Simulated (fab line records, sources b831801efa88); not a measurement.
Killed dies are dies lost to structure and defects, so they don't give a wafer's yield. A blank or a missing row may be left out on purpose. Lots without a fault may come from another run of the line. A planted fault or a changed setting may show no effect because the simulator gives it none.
Which tool did it? | flow gf180mcu | 11 lots, 33 wafers sampled, at 4 steps of a route of 602

WHAT THE GAUGES READ, wafer by wafer
GF_V4_CD_MEAS_14: target cd 260 nm. Usual: cd_nm 259.5 nm, standard deviation 1.3.
lot  | measured     | on        | cd_nm (nm)                          | flag
L806 | day 24 14:16 | cd_sem-02 | 257.5 260.1 258.4                   |
L808 | day 25 17:12 | cd_sem-01 | 258.8 259.6 258.7                   |
L810 | day 26 16:30 | cd_sem-02 | 258.7 260.2 258.7                   |
L813 | day 27 00:10 | cd_sem-01 | 255.7 255.9 255.8                   |
L812 | day 27 01:39 | cd_sem-02 | 259.7 260.5 258.5                   |
L814 | day 27 07:08 | cd_sem-01 | 259.7 259.8 259.3                   |
L817 | day 28 09:36 | cd_sem-02 | 261.0 260.4 260.6                   |
L821 | day 29 04:37 | cd_sem-01 | 253.0 252.8 252.6 253.0 252.9 252.0 | OFF
L823 | day 29 21:33 | cd_sem-01 | 253.4 253.4 252.9 253.7 253.5 252.7 | OFF
L826 | day 30 20:20 | cd_sem-01 | 257.7 258.3 257.5                   |
L828 | day 31 04:42 | cd_sem-01 | 259.7 260.5 259.0                   |

WHICH TOOL RAN EACH LOT (tool, then ch and the chambers of the sampled wafers, then the start)
lot  | GF_M4_STRIP_17                       | GF_V4_CMP_04                  | GF_V4_EXPOSE_11
L806 | plasma_asher-01 ch 0,1, day 23 15:02 | cmp-02 ch 0,2,3, day 23 15:52 | krf_scanner-02 ch 0, day 24 03:25
L808 | plasma_asher-01 ch 1, day 24 18:22   | cmp-01 ch 0,1,3, day 24 19:20 | krf_scanner-01 ch 0, day 25 06:15
L810 | plasma_asher-04 ch 0,1, day 25 18:28 | cmp-01 ch 1,2,3, day 25 19:22 | krf_scanner-01 ch 0, day 26 06:06
L813 | plasma_asher-03 ch 0,1, day 26 02:37 | cmp-02 ch 0,2,3, day 26 03:32 | krf_scanner-01 ch 0, day 26 13:54
L812 | plasma_asher-03 ch 0,1, day 26 03:34 | cmp-01 ch 1,2,3, day 26 04:24 | krf_scanner-01 ch 0, day 26 15:12
L814 | plasma_asher-03 ch 0,1, day 26 09:44 | cmp-02 ch 0,3, day 26 10:29   | krf_scanner-01 ch 0, day 26 21:27
L817 | plasma_asher-03 ch 0,1, day 27 13:19 | cmp-02 ch 0,1,2, day 27 14:16 | krf_scanner-02 ch 0, day 28 00:22
L821 | plasma_asher-01 ch 1, day 28 07:53   | cmp-01 ch 0,2,3, day 28 08:49 | krf_scanner-01 ch 0, day 28 19:19
L823 | plasma_asher-04 ch 0,1, day 29 01:28 | cmp-01 ch 0,2,3, day 29 02:16 | krf_scanner-01 ch 0, day 29 12:53
L826 | plasma_asher-03 ch 0,1, day 30 00:37 | cmp-01 ch 2,3, day 30 01:42   | krf_scanner-02 ch 0, day 30 11:32
L828 | plasma_asher-04 ch 0,1, day 30 09:37 | cmp-01 ch 0,1,2, day 30 10:31 | krf_scanner-02 ch 0, day 30 20:07
- GF_M4_STRIP_17: strips in O2/N2.
- GF_V4_CMP_04: polishes SiO2.
- GF_V4_EXPOSE_11: exposes mask Via4, target cd 260 nm.

WHAT THE TOOLS THEMSELVES READ (means of the sampled wafers that have a number; where no wafer has one, the mark that the record gives instead)
GF_M4_STRIP_17. Usual: drypump_motor_current_A 5.6 A, standard deviation 0.4; heater_power_w 358 W, standard deviation 23; oes_product_au 0.538 a.u., standard deviation 0.005; strip_time_to_endpoint_s 7.38 s, standard deviation 0.071.
lot  | tool            | drypump_motor_current_A (A) | heater_power_w (W) | oes_product_au (a.u.) | strip_time_to_endpoint_s (s) | flag
L806 | plasma_asher-01 | 5.4                         | 344                | 0.543                 | 7.44                         |
L808 | plasma_asher-01 | 5.7                         | 390                | 0.543                 | 7.45                         |
L810 | plasma_asher-04 | 5.9                         | 342                | 0.536                 | 7.42                         |
L813 | plasma_asher-03 | 5.6                         | 364                | 0.532                 | 7.32                         |
L812 | plasma_asher-03 | 5.7                         | 364                | 0.540                 | 7.40                         |
L814 | plasma_asher-03 | 5.6                         | 363                | 0.536                 | 7.33                         |
L817 | plasma_asher-03 | 5.5                         | 368                | 0.543                 | 7.51                         |
L821 | plasma_asher-01 | 5.7                         | 389                | 0.545                 | 7.47                         |
L823 | plasma_asher-04 | 5.9                         | 342                | 0.535                 | 7.34                         |
L826 | plasma_asher-03 | 5.7                         | 363                | 0.537                 | 7.46                         |
L828 | plasma_asher-04 | 5.4                         | 358                | 0.540                 | 7.38                         |

GF_V4_CMP_04. Usual: head_pressure_psi 4.000 psi, standard deviation 0.0097; motor_current_A 12.1 A, standard deviation 1.5; retaining_ring_pressure_frac 1.001, standard deviation 0.0052; time_to_endpoint_s 81 s, standard deviation 4.7.
lot  | tool   | head_pressure_psi (psi) | motor_current_A (A) | retaining_ring_pressure_frac | time_to_endpoint_s (s) | flag
L806 | cmp-02 | 3.995                   | 12.7                | 0.997                        | 81                     |
L808 | cmp-01 | 4.003                   | 12.1                | 0.994                        | 84                     |
L810 | cmp-01 | 4.002                   | 12.5                | 1.001                        | 77                     |
L813 | cmp-02 | 4.014                   | 12.3                | 1.001                        | 80                     |
L812 | cmp-01 | 4.000                   | 12.2                | 1.001                        | 77                     |
L814 | cmp-02 | 3.992                   | 12.8                | 1.000                        | 84                     |
L817 | cmp-02 | 3.999                   | 11.2                | 0.998                        | 84                     |
L821 | cmp-01 | 3.991                   | 11.1                | 1.006                        | 79                     |
L823 | cmp-01 | 4.001                   | 11.4                | 1.010                        | 79                     |
L826 | cmp-01 | 3.992                   | 11.4                | 1.001                        | 76                     |
L828 | cmp-01 | 4.002                   | 12.0                | 1.002                        | 80                     |

GF_V4_EXPOSE_11. Usual: exposure_dose_mJ_cm2 37.96, standard deviation 0.044.
lot  | tool           | exposure_dose_mJ_cm2 | flag
L806 | krf_scanner-02 | 37.93                |
L808 | krf_scanner-01 | 38.03                |
L810 | krf_scanner-01 | 37.99                |
L813 | krf_scanner-01 | 38.00                |
L812 | krf_scanner-01 | 37.92                |
L814 | krf_scanner-01 | 37.93                |
L817 | krf_scanner-02 | 37.96                |
L821 | krf_scanner-01 | 36.14                | OFF
L823 | krf_scanner-01 | 36.53                | OFF
L826 | krf_scanner-02 | 37.90                |
L828 | krf_scanner-02 | 37.89                |

THE ANSWER, worked out from the rows above alone
Rule: a lot is off if the mean of its wafers that have a number lies more than 3 standard deviations from the usual mean. A lot without any number at a reading at which 4 lots or more have one is off too. The other lots that the step has rows for count as sound. The gauges are gone through in route order, then the tools' own readings, and for those a lot's mean is taken as printed above. The first step at which some lot is off is used, and at that step the reading that is off furthest; a lot without a number counts as furthest.
Off: L821, L823, at GF_V4_CD_MEAS_14 (cd_nm).
A tool fits if, at a process step before that reading, it ran every lot that is off, and no sound lot after the first of them. The gauges at GF_V4_CD_MEAS_14 aren't tried: what is off there is off at GF_V4_EXPOSE_11 too, on other tools, and a gauge's error can't cause that. One fits: krf_scanner-01 at GF_V4_EXPOSE_11. Its last sound lot is L814 (day 26 21:27), its first lot that is off L821 (day 28 19:19): a fault that began between those two fits.
The tool's own readings at GF_V4_EXPOSE_11 bear it out: on the lots that are off they differ by more than 5 times the standard deviation of the sound lots' means. exposure_dose_mJ_cm2 reads 36.34 there against 37.95 on the sound lots.

WHAT THE SIMULATOR HAD PUT IN
Process parameter drift: krf_scanner-01, from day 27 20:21 on, at GF_V4_EXPOSE_11. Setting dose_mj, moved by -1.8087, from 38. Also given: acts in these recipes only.
Lots struck among those shown: L821, L823. The rule above found the same.
